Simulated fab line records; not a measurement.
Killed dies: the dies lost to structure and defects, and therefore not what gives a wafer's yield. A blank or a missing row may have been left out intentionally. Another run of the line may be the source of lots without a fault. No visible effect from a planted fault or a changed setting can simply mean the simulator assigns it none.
Which of the tools did it? + flow gf180mcu + route of 602 steps, sampled at 1 step: 6 lots, 18 wafers

== WHAT THE GAUGES READ, wafer by wafer ==
GF_V1_CD_MEAS_14: target cd 260 nm.
| lot  | measured     | on        | cd-nm (nm)        |
|------|--------------|-----------|-------------------|
| L686 | day 18 13:48 | cd-sem-01 | 258.0 258.8 260.1 |
| L688 | day 19 07:04 | cd-sem-01 | 256.5 256.4 258.8 |
| L690 | day 20 08:13 | cd-sem-02 | 259.4 260.1 261.0 |
| L699 | day 24 03:07 | cd-sem-01 | 261.8 262.6 261.4 |
| L706 | day 25 17:16 | cd-sem-02 | 260.9 259.9 260.5 |
| L708 | day 26 12:06 | cd-sem-01 | 259.0 259.3 259.9 |

== EACH LOT AND THE TOOL THAT RAN IT (in order: tool; ch and the chambers of the sampled wafers; start) ==
No process step before these readings appears in the record.

== THE ANSWER, worked out from the rows above alone ==
Rule: the lots themselves supply what counts as usual. Put in order of their means at a reading, lots are off if they are a third of the lots or fewer, leave a main group of 4 or more, and stand apart from it by a gap of 3 or more times the standard deviation of the main group's means; of several such gaps the widest counts. Not used: any main group whose means are identical at the precision the tables above print for the reading. A lot without any number at a reading at which 4 lots or more have one is off too. The other lots that the step has rows for count as sound.
None of the lots is off at any reading shown; this tells nothing.

== WHAT HAD BEEN PUT IN BY THE SIMULATOR ==
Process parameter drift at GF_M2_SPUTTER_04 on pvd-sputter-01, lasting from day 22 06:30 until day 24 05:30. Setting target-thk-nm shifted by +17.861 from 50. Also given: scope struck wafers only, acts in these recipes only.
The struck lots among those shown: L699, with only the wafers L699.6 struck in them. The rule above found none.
